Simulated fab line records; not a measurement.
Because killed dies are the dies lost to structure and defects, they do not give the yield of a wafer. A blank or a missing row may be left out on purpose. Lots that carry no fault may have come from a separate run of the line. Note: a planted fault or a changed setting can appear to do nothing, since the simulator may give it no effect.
Chamber matching | flow sky130 | SKY_VIA2_CMP_02 on cmp-01 has 4 sister chambers
The step polishes SiO2. 22 wafers are shown with their chamber, then 11 later ones without.

== WAFERS PAIRED WITH THEIR CHAMBERS ==
wafer  | chamber | motor current A (A)
L464.1 | 3       | 16.1
L464.4 | 0       | 13.9
L464.6 | 0       | 13.6
L465.1 | 3       | 16.8
L465.5 | 2       | 13.2
L465.6 | 3       | 16.8
L466.1 | 2       | 14.3
L466.2 | 1       | 12.5
L466.3 | 0       | 13.3
L467.1 | 2       | 13.8
L467.2 | 3       | 16.0
L467.6 | 0       | 13.0
L472.2 | 1       | 12.1
L472.3 | 3       | 15.1
L472.6 | 0       | 13.7
L473.1 | 3       | 15.1
L473.5 | 2       | 12.9
L473.6 | 1       | 12.5
L474.2 | 3       | 16.1
L474.3 | 0       | 13.6
L474.4 | 1       | 12.4
L475.1 | 1       | 12.0

SIGNATURES (averages over the wafers above)
reading         | chamber 0 | chamber 1 | chamber 2 | chamber 3 | scatter within a chamber
motor current A | 13.517    | 12.300    | 13.550    | 16.000    | 0.517
Rule: a wafer's distance from a chamber is the root of the sum, over the readings, of the square of ((its reading less the chamber's mean) divided by the reading's scatter). If the next closest chamber is less than 2 further off than the closest, the wafer can't be placed; otherwise it belongs to the closest. The scatter: take each reading less its chamber's mean, square it, sum over the shown wafers, divide by the number of wafers less the number of chambers, and take the root.

== WAFERS WITHOUT THEIR CHAMBER ==
wafer  | motor current A (A)
L475.4 | 15.9
L475.5 | 13.4
L483.1 | 13.4
L483.2 | 13.1
L483.5 | 13.1
L481.1 | 13.4
L481.3 | 13.4
L481.4 | 12.4
L484.4 | 14.1
L484.5 | 14.1
L484.6 | 16.2

== WHICH CHAMBER EACH WENT THROUGH ==
wafer  | from the rows above          | in truth
L475.4 | 3                            | 3
L475.5 | can't be placed: 0 or 2 or 1 | 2
L483.1 | can't be placed: 0 or 2 or 1 | 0
L483.2 | can't be placed: 0 or 2 or 1 | 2
L483.5 | can't be placed: 0 or 2 or 1 | 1
L481.1 | can't be placed: 0 or 2 or 1 | 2
L481.3 | can't be placed: 0 or 2 or 1 | 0
L481.4 | can't be placed: 1 or 0      | 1
L484.4 | can't be placed: 2 or 0      | 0
L484.5 | can't be placed: 2 or 0      | 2
L484.6 | 3                            | 3
Correct placement for 2 of the 11. Not placeable from these rows: 9 (in 9, the candidates include the true chamber). Placed wrongly: 0.
